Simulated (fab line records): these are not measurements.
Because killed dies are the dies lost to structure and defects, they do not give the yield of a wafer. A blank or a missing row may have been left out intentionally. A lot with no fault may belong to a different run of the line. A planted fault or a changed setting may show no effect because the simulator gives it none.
Struck lot and sound lot, side by side | flow sky130 | 16 out of 708 route steps
Sound: wafers L209.2, L209.3, L209.6. Struck: wafers L223.2, L223.3, L223.5. The cause comes at the end.
Order at every step that has rows: each side's tool, ch and its chambers, its first start. Under that, the readings that differ: sound wafers | struck wafers | difference of the means | sigmas: that difference in standard deviations of wafers without a fault.
alike: same words and numbers on both sides, and readings whose means sit less than 2 such deviations apart. not compared: any withheld reading, any reading some wafer has no value for, any bound like >300 that may hide the same value, and any number with overlapping values for which the record gives no deviation.
The two part at a step that has a row with sigmas, a row that says differs or no value, or rows on one side only. Numbers that don't overlap but have no deviation are shown without sigmas and don't part them. Lack of a reading on every wafer of one side parts them only where that side has two or more wafers.

SKY_VT_ADJUST_HVTR_OVL_MEAS_08:
  sound on overlay-02 at day 10 06:43; struck on overlay-02 at day 14 04:19
  alike: VT_ADJUST_HVTR_OVL
next, for these wafers, 1 step has no rows: SKY_VT_ADJUST_HVTR_IMPLANT_09.
SKY_VT_ADJUST_HVTR_STRIP_10: strips in O2/N2.
  sound on plasma-asher-03 ch 0,1, day 10 06:53; struck on plasma-asher-03 ch 0,1, day 14 04:29
  alike: drypump-motor-current-A, oes-product-au, strip-time-to-endpoint-s
  not compared: rf-hours-counter-h
SKY_VT_ADJUST_HVTR_TW_MEAS_11:
  sound on film-metro-02 at day 10 07:00; struck on film-metro-04 at day 14 04:36
  alike: VT_ADJUST_HVTR_TW
then, 7 steps without rows for these wafers: SKY_VT_ADJUST_PCH_DEHYDRATE_00 (time 60 s); SKY_VT_ADJUST_PCH_HMDS_01 (prime time 60 s); SKY_VT_ADJUST_PCH_COAT_02 (resist thk 3000 nm); SKY_VT_ADJUST_PCH_SOFTBAKE_03; SKY_VT_ADJUST_PCH_EXPOSE_04 (exposes mask NWM, target cd 840 nm); SKY_VT_ADJUST_PCH_PEB_05; SKY_VT_ADJUST_PCH_DEVELOP_06 (develop time 60 s).
SKY_VT_ADJUST_PCH_OVL_MEAS_07:
  sound on overlay-02 at day 11 05:40; struck on overlay-01 at day 15 07:15
  alike: VT_ADJUST_PCH_OVL
SKY_VT_ADJUST_PCH_IMPLANT_08:
  sound on implanter-01 ch 0, day 11 05:43; struck on implanter-03 ch 0, day 15 07:19
  reading            | sound                         | struck                        | difference | sigmas
  dose-ions-cm2      | 5.007e+11 5.006e+11 5.004e+11 | 1.973e+11 1.971e+11 1.978e+11 | -3.032e+11 | -99 or more
  faraday-current-uA | 2.79 2.72 2.86                | 1.11 1.08 1.14                | -1.68      | -32
  alike: beam-on-s
SKY_VT_ADJUST_PCH_STRIP_09: strips in O2/N2.
  sound on plasma-asher-01 ch 0,1, day 11 05:50; struck on plasma-asher-03 ch 0,1, day 15 07:26
  alike: drypump-motor-current-A, oes-product-au, strip-time-to-endpoint-s
  not compared: rf-hours-counter-h
SKY_VT_ADJUST_PCH_TW_MEAS_10:
  sound on film-metro-03 at day 11 05:57; struck on film-metro-04 at day 15 07:46
  reading          | sound             | struck            | difference | sigmas
  VT_ADJUST_PCH_TW | 141.8 140.9 141.2 | 114.6 114.6 114.3 | -26.8      | -19
  not compared: hold
-- here the record skips 35 days between the struck wafers' starts before and after, leaving off in module VT_ADJUST_PCH and picking up in module PAD_OPEN (first step shown: number 708 of the route) --
SKY_PAD_OPEN_PROBE_99:
  sound on prober-01 at day 47 04:26; struck on prober-02 at day 50 01:35
  reading                                   | sound                         | struck                       | difference | sigmas
  killed-at-other                           | 3 1 1                         | 0 1 0                        | -1         | -2
  model.etest.nfet_16v.r-on-ohm-um          | 1.406e+04 1.403e+04 1.418e+04 | 1.368e+04 1.35e+04 1.356e+04 | -5.100e+02 |
  model.etest.pfet-g5v0d10v5.r-on-ohm-um    | 4724 4792 4784                | 4898 4949 4846               | +131       |
  model.etest.pfet-g5v0d10v5.drive-ua-um    | 345.6 338.8 340.8             | 328.4 323.5 336.1            | -12.4      |
  model.etest.pfet_01v8_lvt.drive-ua-um     | 172.4 171 170.4               | 162.8 162.2 166.3            | -7.5       |
  model.etest.pfet_16v.drive-ua-um          | 252.7 255.5 248.7             | 235.3 239 237.8              | -14.9      |
  model.etest.pfet_01v8_lvt.off-log10-a-um  | -9.039 -9.034 -9.045          | -9.896 -9.902 -9.721         | -0.800     |
  model.etest.pfet-g5v0d10v5.off-log10-a-um | -12.65 -12.77 -12.84          | -13.53 -13.52 -13.46         | -0.75      |
  model.etest.ring_5v.delay-ps              | 44.9 44.66 44.78              | 45.44 45.39 45.06            | +0.52      |
  alike: killed_at_M0_to_M3, killed_at_M4_up, killed-at-contacts, killed-at-front-end, killed-dies, killed-open, killed-short

== WHERE THEY PART ==
Earliest at SKY_VT_ADJUST_PCH_IMPLANT_08; latest, in this record, at SKY_PAD_OPEN_PROBE_99.

WHY: the cause the simulator had injected
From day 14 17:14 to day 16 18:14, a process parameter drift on implanter-03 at SKY_VT_ADJUST_PCH_IMPLANT_08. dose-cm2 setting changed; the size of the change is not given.
